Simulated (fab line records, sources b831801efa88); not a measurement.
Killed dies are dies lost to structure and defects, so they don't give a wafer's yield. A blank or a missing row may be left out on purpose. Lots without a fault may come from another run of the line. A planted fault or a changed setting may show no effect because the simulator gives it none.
A struck lot beside a sound one | flow sky130 | 22 steps out of a route of 708
Sound: wafers L158.2, L158.3, L158.5. Struck: wafers L169.2, L169.3, L169.5. The cause comes at the end.
At each step with rows: each side's tool, then ch and its chambers, then its first start. Under that, the readings that differ: sound wafers | struck wafers | difference of the means | sigmas: that difference in standard deviations of wafers without a fault.
alike: readings whose means differ by less than 2 such deviations, and words and numbers that are the same on both sides. not compared: withheld readings, readings that some wafer has no value for, bounds like >300 that may hide the same value, and numbers for which the record gives no deviation and whose values overlap.
The two part at a step that has a row with sigmas, a row that says differs or no value, or rows on one side only. Numbers that don't overlap but have no deviation are shown without sigmas and don't part them. A reading that every wafer of one side lacks parts them only if that side has two wafers or more.

first, 5 steps without rows for these wafers: SKY_VT_ADJUST_HVTP_COAT_02 (resist thk 1140 nm); SKY_VT_ADJUST_HVTP_SOFTBAKE_03 (time 60 s); SKY_VT_ADJUST_HVTP_EXPOSE_04 (exposes mask HVTPM, target cd 380 nm); SKY_VT_ADJUST_HVTP_PEB_05; SKY_VT_ADJUST_HVTP_DEVELOP_06 (develop time 60 s).
SKY_VT_ADJUST_HVTP_CD_MEAS_07: target cd 380 nm.
  sound on cd_sem-01, day 7 09:12; struck on cd_sem-01, day 9 13:29
  alike: cd_nm
SKY_VT_ADJUST_HVTP_OVL_MEAS_08:
  sound on overlay-01, day 7 09:18; struck on overlay-02, day 9 13:35
  alike: VT_ADJUST_HVTP_OVL
then, 1 step without rows for these wafers: SKY_VT_ADJUST_HVTP_IMPLANT_09.
SKY_VT_ADJUST_HVTP_STRIP_10: strips in O2/N2.
  sound on plasma_asher-04 ch 0,1, day 7 09:29; struck on plasma_asher-01 ch 0,1, day 9 13:46
  alike: drypump_motor_current_A, oes_product_au, strip_time_to_endpoint_s
  not compared: rf_hours_counter_h
SKY_VT_ADJUST_HVTP_TW_MEAS_11:
  sound on film_metro-01, day 7 09:35; struck on film_metro-03, day 9 13:52
  reading           | sound          | struck         | difference | sigmas
  VT_ADJUST_HVTP_TW | 1366 1366 1373 | 1350 1346 1341 | -23        | -2
then, 2 steps without rows for these wafers: SKY_VT_ADJUST_LVTN_DEHYDRATE_00 (time 60 s); SKY_VT_ADJUST_LVTN_HMDS_01 (prime time 60 s).
SKY_VT_ADJUST_LVTN_COAT_02: resist thk 3000 nm.
  sound on litho_track-02 ch 0, day 7 18:45; struck on litho_track-01 ch 0, day 10 00:25
  reading                                          | sound          | struck         | difference | sigmas
  model.coat_of_VT_ADJUST_LVTN_COAT_02.thk_nm (nm) | 3003 2998 3002 | 2849 2853 2838 | -154       |
  alike: exhaust_pa
then, 3 steps without rows for these wafers: SKY_VT_ADJUST_LVTN_SOFTBAKE_03; SKY_VT_ADJUST_LVTN_EXPOSE_04 (exposes mask NWM COMPLEMENT LESS NATIVE, target cd 840 nm); SKY_VT_ADJUST_LVTN_PEB_05.
SKY_VT_ADJUST_LVTN_DEVELOP_06: develop time 60 s.
  sound on litho_track-02 ch 0; struck on litho_track-01 ch 0
  reading                                          | sound          | struck         | difference | sigmas
  model.coat_of_VT_ADJUST_LVTN_COAT_02.thk_nm (nm) | 2999 2994 2998 | 2845 2849 2834 | -154       |
  alike: exhaust_pa
SKY_VT_ADJUST_LVTN_OVL_MEAS_07:
  sound on overlay-02, day 8 05:41; struck on overlay-01, day 10 11:35
  alike: VT_ADJUST_LVTN_OVL
then, 1 step without rows for these wafers: SKY_VT_ADJUST_LVTN_IMPLANT_08.
SKY_VT_ADJUST_LVTN_STRIP_09: strips in O2/N2.
  sound on plasma_asher-03 ch 0,1, day 8 05:52; struck on plasma_asher-03 ch 0,1, day 10 11:46
  reading                      | sound             | struck            | difference | sigmas
  strip_time_to_endpoint_s (s) | 36.95 36.89 36.94 | 35.20 35.25 35.07 | -1.75      | -18
  alike: drypump_motor_current_A, oes_product_au
  not compared: rf_hours_counter_h
SKY_VT_ADJUST_LVTN_TW_MEAS_10:
  sound on film_metro-04, day 8 05:58; struck on film_metro-03, day 10 11:53
  reading           | sound             | struck            | difference | sigmas
  VT_ADJUST_LVTN_TW | 244.3 244.1 245.0 | 240.0 239.7 240.9 | -4.3       | -2
then, 1 step without rows for these wafers: SKY_PAD_OPEN_PROBE_99.

WHERE THEY PART
First at SKY_VT_ADJUST_HVTP_TW_MEAS_11; last, within this record, at SKY_VT_ADJUST_LVTN_TW_MEAS_10.

WHY: what the simulator had put in
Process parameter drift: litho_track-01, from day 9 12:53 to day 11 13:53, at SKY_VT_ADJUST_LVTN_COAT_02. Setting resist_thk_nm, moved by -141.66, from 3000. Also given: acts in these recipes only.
